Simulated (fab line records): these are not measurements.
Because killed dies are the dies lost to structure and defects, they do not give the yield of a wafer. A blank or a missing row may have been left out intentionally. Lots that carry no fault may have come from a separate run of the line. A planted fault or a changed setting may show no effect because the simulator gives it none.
Which tool is to blame? / flow gf180mcu / 19 wafers from 7 lots sampled at 3 of the route's 602 steps

== WHAT THE GAUGES READ, wafer by wafer ==
GF_PSD_RS_MEAS_14: measures by four-point-probe.
lot=L364; measured=day 14 15:24; on=filmMetro-02; NSD_RS (ohm/sq)=46.18 46.10 46.19
lot=L366; measured=day 15 12:05; on=filmMetro-01; NSD_RS (ohm/sq)=46.11 46.28 46.19
lot=L367; measured=day 16 10:57; on=filmMetro-02; NSD_RS (ohm/sq)=46.07 46.11 46.04
lot=L372; measured=day 18 07:01; on=filmMetro-04; NSD_RS (ohm/sq)=46.02 46.21 46.10
lot=L374; measured=day 18 21:55; on=filmMetro-04; NSD_RS (ohm/sq)=46.23 46.21 46.22
lot=L381; measured=day 20 19:11; on=filmMetro-04; NSD_RS (ohm/sq)=47.07 46.07
lot=L383; measured=day 21 03:54; on=filmMetro-02; NSD_RS (ohm/sq)=47.25 46.11

== EACH LOT AND THE TOOL THAT RAN IT (in order: tool; ch and the chambers of the sampled wafers; start) ==
lot=L364; GF_VT_IMPLANT_STRIP_42=plasmaAsher-04 ch 0,1, day 7 19:47; GF_NSD_IMPLANT_10=implanter-02 ch 0, day 13 18:04
lot=L366; GF_VT_IMPLANT_STRIP_42=plasmaAsher-03 ch 0,1, day 8 09:26; GF_NSD_IMPLANT_10=implanter-03 ch 0, day 14 13:37
lot=L367; GF_VT_IMPLANT_STRIP_42=plasmaAsher-03 ch 0,1, day 9 04:42; GF_NSD_IMPLANT_10=implanter-02 ch 0, day 15 12:10
lot=L372; GF_VT_IMPLANT_STRIP_42=plasmaAsher-02 ch 0,1, day 10 13:08; GF_NSD_IMPLANT_10=implanter-02 ch 0, day 17 07:04
lot=L374; GF_VT_IMPLANT_STRIP_42=plasmaAsher-04 ch 0,1, day 10 18:56; GF_NSD_IMPLANT_10=implanter-02 ch 0, day 17 12:41
lot=L381; GF_VT_IMPLANT_STRIP_42=plasmaAsher-02 ch 0,1, day 12 15:15; GF_NSD_IMPLANT_10=implanter-01 ch 0, day 19 17:52
lot=L383; GF_VT_IMPLANT_STRIP_42=plasmaAsher-03 ch 1, day 13 03:50; GF_NSD_IMPLANT_10=implanter-01 ch 0, day 20 02:55
- GF_VT_IMPLANT_STRIP_42: strips in O2/N2.
- GF_NSD_IMPLANT_10

== THE ANSWER, worked out from the rows above alone ==
Rule: the usual values come from the lots themselves. The widest of any qualifying gaps counts: lots, ordered by their means at a reading, are off when they make up no more than a third of the lots, leave a main group of 4 or more, and stand apart from it by 3 or more times the standard deviation of that group's means. Not used: any main group whose means are identical at the precision the tables above print for the reading. A lot without any number at a reading at which 4 lots or more have one is off too. Where the step has rows for the other lots, those lots are counted as sound.
Off: L381, L383, at GF_PSD_RS_MEAS_14 (NSD_RS). The main group: mean 46.15 ohm/sq, standard deviation 0.053.
If a tool, at a process step before that reading, ran all the lots that are off and no sound lot after the first of them, it fits. The gauges at GF_PSD_RS_MEAS_14 are tried like those tools. One fits: implanter-01 at GF_NSD_IMPLANT_10. It ran no sound lot before its first lot that is off in this sample, so the start can't be narrowed down.

== WHAT THE SIMULATOR HAD PUT IN ==
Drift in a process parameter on implanter-01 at GF_NSD_IMPLANT_10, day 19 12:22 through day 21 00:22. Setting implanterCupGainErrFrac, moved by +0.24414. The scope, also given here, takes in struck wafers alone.
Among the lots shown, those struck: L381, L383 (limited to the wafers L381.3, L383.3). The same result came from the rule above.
